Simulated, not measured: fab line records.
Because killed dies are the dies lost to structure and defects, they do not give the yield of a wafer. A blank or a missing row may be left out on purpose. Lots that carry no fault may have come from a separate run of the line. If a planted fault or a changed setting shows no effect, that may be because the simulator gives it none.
A lot that was struck, set against a sound lot    flow sky130    16 out of 708 route steps
Sound: the wafers L782.1, L782.4, L782.6. The struck wafers were L789.3, L789.4, L789.6. The cause comes at the end.
Order at every step that has rows: each side's tool, ch and its chambers, its first start. Under that, the readings that differ: sound wafers    struck wafers    difference of the means    sigmas: that difference in standard deviations of wafers without a fault.
alike: readings whose means differ by less than 2 such deviations, and words and numbers that are the same on both sides. not compared: withheld readings, readings that some wafer has no value for, bounds like >300 that may hide the same value, and numbers for which the record gives no deviation and whose values overlap.
The two part at a step that has a row with sigmas, a row that says differs or no value, or rows on one side only. Numbers that don't overlap but have no deviation are shown without sigmas and don't part them. A reading missing from all wafers of one side parts the sides only when that side holds two or more wafers.

first, 2 steps without rows for these wafers: SKY_METAL3_PEB_11; SKY_METAL3_DEVELOP_12 (develop time 60 s).
SKY_METAL3_CD_MEAS_13: target cd 300 nm.
  sound on cd sem-02 at day 41 18:19; struck on cd sem-01 at day 43 13:23
  alike: cd nm
SKY_METAL3_OVL_MEAS_14:
  sound on overlay-01 at day 41 18:26; struck on overlay-01 at day 43 13:29
  alike: METAL3_OVL
SKY_METAL3_DESCUM_15: chemistry O2, time 8 s.
  sound on rie metal-03 ch 0,1, day 41 18:28; struck on rie metal-03 ch 0,1, day 43 13:31
  alike: drypump motor current A, he backside leak sccm, oes product au
  not compared: rf hours counter h
SKY_METAL3_ETCH_16: etches BARC in N2/H2, stops on SiO2, time 88.2 s, target depth 60 nm.
  sound on rie metal-03 ch 0,1, day 41 18:30; struck on rie metal-03 ch 0,1, day 43 13:35
  alike: drypump motor current A, h2 flow sccm, he backside leak sccm, n2 flow sccm, oes product au, throttle valve pct
  not compared: rf hours counter h
SKY_METAL3_ETCH_17: etches SiO2 in C4F8/O2/Ar, stops on TiN, time 3.9 s, target depth 15 nm.
  sound on rie diel-01 ch 0,2, day 41 18:36; struck on rie diel-04 ch 0,1,3, day 43 13:38
  alike: oes product au
  not compared: rf hours counter h
then, 1 step without rows for these wafers: SKY_METAL3_METAL_ETCH_18 (etches the open film in Cl2/BCl3, stops on SiO2, target depth 845 nm, time 183.1 s).
SKY_METAL3_STRIP_19: strips in O2/N2.
  sound on plasma asher-03 ch 0,1, day 41 18:48; struck on plasma asher-02 ch 0,1, day 43 13:52
  alike: drypump motor current A, n2 flow sccm, oes product au, strip time to endpoint s
  not compared: rf hours counter h
then, 3 steps without rows for these wafers: SKY_METAL3_STRIP_20 (strips in post etch residue remover, time 1200 s); SKY_METAL3_CLEAN_21 (cleans in IPA, time 180 s); SKY_METAL3_CLEAN_22 (cleans in O3/DIW).
SKY_VIA3_HDPCVD_00: deposits SiO2, target thk 1635 nm, time 272.5 s.
  sound on hdpcvd-01 ch 1,2, day 41 19:23; struck on hdpcvd-01 ch 1,2, day 43 14:28
reading                                   sound              struck             difference  sigmas
sih4 flow sccm (sccm)                     60.15 59.98 60.10  72.22 72.20 72.10  +12.10      +71
model.SiO2_of_VIA3_HDPCVD_00.thk nm (nm)  1616 1621 1618     1981 1969 1948     +348        
SKY_VIA3_THK_MEAS_01:
  sound on film metro-04 at day 41 19:34; struck on film metro-04 at day 43 14:40
reading               sound           struck          difference  sigmas
VIA3_HDPCVD_THK (nm)  1615 1621 1618  1980 1968 1949  +348        +15
SKY_VIA3_CMP_02: polishes SiO2.
  sound on cmp-02 ch 0,3, day 41 19:40; struck on cmp-02 ch 2,3, day 43 14:42
  alike: motor current A
-- the record jumps here: 6 days lie between the struck wafers' starts before and after (it left off in module VIA3 and takes up again in module PAD_OPEN, whose first step shown is number 708 of the route) --
SKY_PAD_OPEN_PROBE_99:
  sound on prober-02 at day 48 10:19; struck on prober-01 at day 49 19:30
  alike: defect limited yield, killed_at_M0_to_M3, killed_at_M4_up, killed at contacts, killed at front end, killed at other, killed dies, killed open, killed short, sort_bin_3_pad_short, sort_bin_5_function, sort_bin_6_memory, sort n pass, sort yield pct

WHERE THEY PART
First at SKY_VIA3_HDPCVD_00; last, within this record, at SKY_VIA3_THK_MEAS_01. Later steps at which nothing parts them and some readings are alike: SKY_VIA3_CMP_02, SKY_PAD_OPEN_PROBE_99.

WHY: the cause the simulator had injected
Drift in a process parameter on hdpcvd-01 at SKY_VIA3_HDPCVD_00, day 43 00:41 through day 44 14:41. A move of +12 in setting sih4 flow sccm, from 60. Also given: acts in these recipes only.
